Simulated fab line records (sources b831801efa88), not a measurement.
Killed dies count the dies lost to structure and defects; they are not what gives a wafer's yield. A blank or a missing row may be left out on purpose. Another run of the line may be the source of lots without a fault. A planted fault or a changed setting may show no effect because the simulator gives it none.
Chamber matching / flow gf180mcu / cmp-02 running GF_CONTACT_CMP_27: 4 sister chambers
The step polishes, stops on SiO2, t overpolish 15 s, target thk 0 nm. 14 wafers are shown with their chamber, then 7 later ones without.

WAFERS WITH THEIR CHAMBER
wafer=L228.1; chamber=0; motor current A (A)=9.0; time to endpoint s (s)=76
wafer=L228.5; chamber=0; motor current A (A)=8.5; time to endpoint s (s)=76
wafer=L228.6; chamber=3; motor current A (A)=8.8; time to endpoint s (s)=69
wafer=L240.1; chamber=3; motor current A (A)=9.3; time to endpoint s (s)=65
wafer=L240.4; chamber=1; motor current A (A)=13.0; time to endpoint s (s)=73
wafer=L240.6; chamber=2; motor current A (A)=12.5; time to endpoint s (s)=73
wafer=L246.1; chamber=0; motor current A (A)=8.7; time to endpoint s (s)=74
wafer=L246.3; chamber=3; motor current A (A)=9.4; time to endpoint s (s)=70
wafer=L246.6; chamber=3; motor current A (A)=9.7; time to endpoint s (s)=70
wafer=L247.1; chamber=0; motor current A (A)=9.0; time to endpoint s (s)=72
wafer=L247.4; chamber=2; motor current A (A)=11.9; time to endpoint s (s)=78
wafer=L247.6; chamber=3; motor current A (A)=10.0; time to endpoint s (s)=65
wafer=L248.2; chamber=2; motor current A (A)=11.9; time to endpoint s (s)=76
wafer=L248.4; chamber=3; motor current A (A)=9.3; time to endpoint s (s)=66

SIGNATURES (averages over the wafers above)
reading=motor current A; chamber 0=8.800; chamber 1=13.000; chamber 2=12.100; chamber 3=9.417; scatter within a chamber=0.353
reading=time to endpoint s; chamber 0=74.50; chamber 1=73.00; chamber 2=75.67; chamber 3=67.50; scatter within a chamber=2.31
Rule: for a wafer and a chamber, the distance is found by dividing, reading by reading, the gap between the wafer's reading and the chamber's mean by the reading's scatter, squaring, summing and taking the root. If the next closest chamber is less than 2 further off than the closest, the wafer can't be placed; otherwise it belongs to the closest. The scatter: the root of (the sum of the squares of (reading less its chamber's mean) over the shown wafers, divided by (wafers less chambers)).

WAFERS MISSING THEIR CHAMBER
wafer=L248.5; motor current A (A)=13.3; time to endpoint s (s)=67
wafer=L249.1; motor current A (A)=9.6; time to endpoint s (s)=67
wafer=L249.2; motor current A (A)=11.5; time to endpoint s (s)=72
wafer=L249.5; motor current A (A)=13.1; time to endpoint s (s)=69
wafer=L250.1; motor current A (A)=12.6; time to endpoint s (s)=69
wafer=L250.4; motor current A (A)=8.5; time to endpoint s (s)=70
wafer=L250.6; motor current A (A)=9.6; time to endpoint s (s)=66

WHICH CHAMBER EACH ONE RAN IN
wafer=L248.5; from the rows above=1; in truth=1
wafer=L249.1; from the rows above=3; in truth=3
wafer=L249.2; from the rows above=can't be placed: 2 or 1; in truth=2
wafer=L249.5; from the rows above=1; in truth=1
wafer=L250.1; from the rows above=can't be placed: 1 or 2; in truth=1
wafer=L250.4; from the rows above=can't be placed: 0 or 3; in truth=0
wafer=L250.6; from the rows above=3; in truth=3
Correct placement for 4 of the 7. Cannot be placed on the basis of these rows: 3; the candidates contain the true chamber in 3. 0 placed wrongly.
